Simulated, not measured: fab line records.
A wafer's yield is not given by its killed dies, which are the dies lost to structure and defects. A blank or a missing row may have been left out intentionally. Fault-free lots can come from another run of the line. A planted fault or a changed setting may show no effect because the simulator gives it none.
Struck lot and sound lot, side by side + flow sky130 + 19 steps out of a route of 708
Sound: the wafers L999.1, L999.5, L999.6. Wafers L112.3, L112.4, L112.5 were the ones struck. At the end, the cause is stated.
Order at every step that has rows: each side's tool, ch and its chambers, its first start. Under that, the readings that differ: sound wafers + struck wafers + difference of the means + sigmas: that difference in standard deviations of wafers without a fault.
alike: readings with means less than 2 such deviations apart, plus words and numbers identical on both sides. not compared: withheld readings, readings lacking a value on some wafer, bounds such as >300 that could conceal the same value, and numbers that have no deviation in the record and whose values overlap.
The two part at a step that has a row with sigmas, a row that says differs or no value, or rows on one side only. Numbers that have no deviation but don't overlap get no sigmas and don't part them. A reading that every wafer of one side lacks parts them only if that side has two wafers or more.

first, 1 step without rows for these wafers: SKY_LDD_HVP_IMPLANT_08.
SKY_LDD_HVP_STRIP_09: strips in O2/N2.
  sound on plasmaAsher-04 ch 0,1, day 24 15:32; struck on plasmaAsher-01 ch 0,1, day 28 18:37
| reading             | sound             | struck            | difference | sigmas |
|---------------------|-------------------|-------------------|------------|--------|
| oesProductAu (a.u.) | 0.415 0.412 0.411 | 0.403 0.408 0.401 | -0.009     | -2     |
  alike: chamberPressureMTorr, drypumpMotorCurrentA, stripTimeToEndpointS
  not compared: rfHoursCounterH
SKY_LDD_HVP_TW_MEAS_10:
  sound: filmMetro-02 at day 24 15:38; struck: filmMetro-02 at day 28 18:43
  alike: LDD_HVP_TW
then, 7 steps without rows for these wafers: SKY_LDD_LDN_DEHYDRATE_00 (time 60 s); SKY_LDD_LDN_HMDS_01 (prime time 60 s); SKY_LDD_LDN_COAT_02 (resist thk 1140 nm); SKY_LDD_LDN_SOFTBAKE_03 (time 60 s); SKY_LDD_LDN_EXPOSE_04 (exposes mask LDNTM, target cd 700 nm); SKY_LDD_LDN_PEB_05; SKY_LDD_LDN_DEVELOP_06 (develop time 60 s).
SKY_LDD_LDN_OVL_MEAS_07:
  sound: overlay-02 at day 25 21:07; struck: overlay-02 at day 29 22:49
  alike: LDD_LDN_OVL
following that, these wafers have no rows for 1 step: SKY_LDD_LDN_IMPLANT_08.
SKY_LDD_LDN_IMPLANT_09:
  sound on implanter-01 ch 0, day 25 21:19; struck on implanter-02 ch 0, day 29 23:02
| reading          | sound                            | struck                        | difference | sigmas      |
|------------------|----------------------------------|-------------------------------|------------|-------------|
| doseIonsCm2      | 1.2478e+13 1.2479e+13 1.2501e+13 | 5.264e+12 5.295e+12 5.298e+12 | -7.200e+12 | -99 or more |
| faradayCurrentUA | 70.8 70.5 69.2                   | 29.8 30.4 30.1                | -40.1      | -31         |
then, 2 steps without rows for these wafers: SKY_LDD_LDN_IMPLANT_10; SKY_LDD_LDN_IMPLANT_11.
SKY_LDD_LDN_STRIP_12: strips in O2/N2.
  sound on plasmaAsher-03 ch 0,1, day 25 21:46; struck on plasmaAsher-01 ch 0,1, day 29 23:28
  alike: chamberPressureMTorr, drypumpMotorCurrentA, oesProductAu, stripTimeToEndpointS
  not compared: rfHoursCounterH
SKY_LDD_LDN_TW_MEAS_13:
  sound: filmMetro-03 at day 25 21:52; struck: filmMetro-02 at day 29 23:34
| reading    | sound          | struck         | difference | sigmas |
|------------|----------------|----------------|------------|--------|
| LDD_LDN_TW | 1495 1491 1489 | 1396 1389 1385 | -102       | -10    |
then, 1 step without rows for these wafers: SKY_LDD_LDN_CLEAN_14 (cleans in SC1/SC2, time 150 s).
-- here the record skips 20 days between the struck wafers' starts before and after, leaving off in module LDD_LDN and picking up in module PAD_OPEN (first step shown: number 708 of the route) --
SKY_PAD_OPEN_PROBE_99:
  sound: prober-02 at day 47 22:09; struck: prober-01 at day 50 10:29
| reading                      | sound          | struck         | difference | sigmas |
|------------------------------|----------------|----------------|------------|--------|
| model.etest.tipSonos.rsOhmSq | 2805 2771 2783 | 2853 2908 2840 | +81        |        |
  alike: killed_at_M0_to_M3, killed_at_M4_up, killedAtContacts, killedAtFrontEnd, killedAtOther, killedDies, killedOpen, killedShort

WHERE THEY PART
Earliest at SKY_LDD_HVP_STRIP_09; latest, in this record, at SKY_LDD_LDN_TW_MEAS_13. Later steps at which nothing parts them and some readings are alike: SKY_PAD_OPEN_PROBE_99.

WHY: what the simulator had put in
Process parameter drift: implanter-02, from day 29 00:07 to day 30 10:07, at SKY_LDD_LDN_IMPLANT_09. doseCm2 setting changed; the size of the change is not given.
